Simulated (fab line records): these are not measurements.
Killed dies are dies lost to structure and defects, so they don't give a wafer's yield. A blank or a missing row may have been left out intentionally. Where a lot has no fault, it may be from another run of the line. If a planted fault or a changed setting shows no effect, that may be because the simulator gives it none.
The tool behind it: which one? ; flow gf180mcu ; 20 wafers from 7 lots sampled at 2 of the route's 602 steps

WHAT THE GAUGES SHOWED, per wafer
GF_HV_LDD_TW_MEAS_38.
lot;measured;on;HV_LDD_3_TW
L318;day 12 01:37;filmMetro-01;1477 1470 1469
L320;day 12 17:03;filmMetro-04;1431 1421 1425
L326;day 14 17:41;filmMetro-04;1436 1418
L328;day 15 08:01;filmMetro-01;1466 1452 1447
L335;day 17 22:04;filmMetro-04;1429 1427 1435
L337;day 18 06:55;filmMetro-03;1439 1438 1431
L338;day 19 00:06;filmMetro-04;1438 1442 1446

WHICH TOOL RAN EACH LOT (tool, then ch and the chambers of the sampled wafers, then the start)
lot;GF_HV_LDD_IMPLANT_33
L318;implanter-03 ch 0, day 12 00:55
L320;implanter-01 ch 0, day 12 16:22
L326;implanter-01 ch 0, day 14 17:01
L328;implanter-01 ch 0, day 15 07:20
L335;implanter-02 ch 0, day 17 21:22
L337;implanter-03 ch 0, day 18 06:14
L338;implanter-02 ch 0, day 18 23:25
- GF_HV_LDD_IMPLANT_33

THE ANSWER, worked out from the rows above alone
Rule: what is usual is taken from the lots themselves. Put in order of their means at a reading, lots are off if they are a third of the lots or fewer, leave a main group of 4 or more, and stand apart from it by a gap of 3 or more times the standard deviation of the main group's means; of several such gaps the widest counts. The tables above print the reading to a certain number of digits; a main group whose means all agree to those digits is not used. Also off: a lot with no number at a reading for which 4 or more lots have one. All remaining lots with rows at the step are treated as sound.
Nothing can be told from this: no lot is off at any reading shown.

WHAT THE SIMULATOR PUT IN
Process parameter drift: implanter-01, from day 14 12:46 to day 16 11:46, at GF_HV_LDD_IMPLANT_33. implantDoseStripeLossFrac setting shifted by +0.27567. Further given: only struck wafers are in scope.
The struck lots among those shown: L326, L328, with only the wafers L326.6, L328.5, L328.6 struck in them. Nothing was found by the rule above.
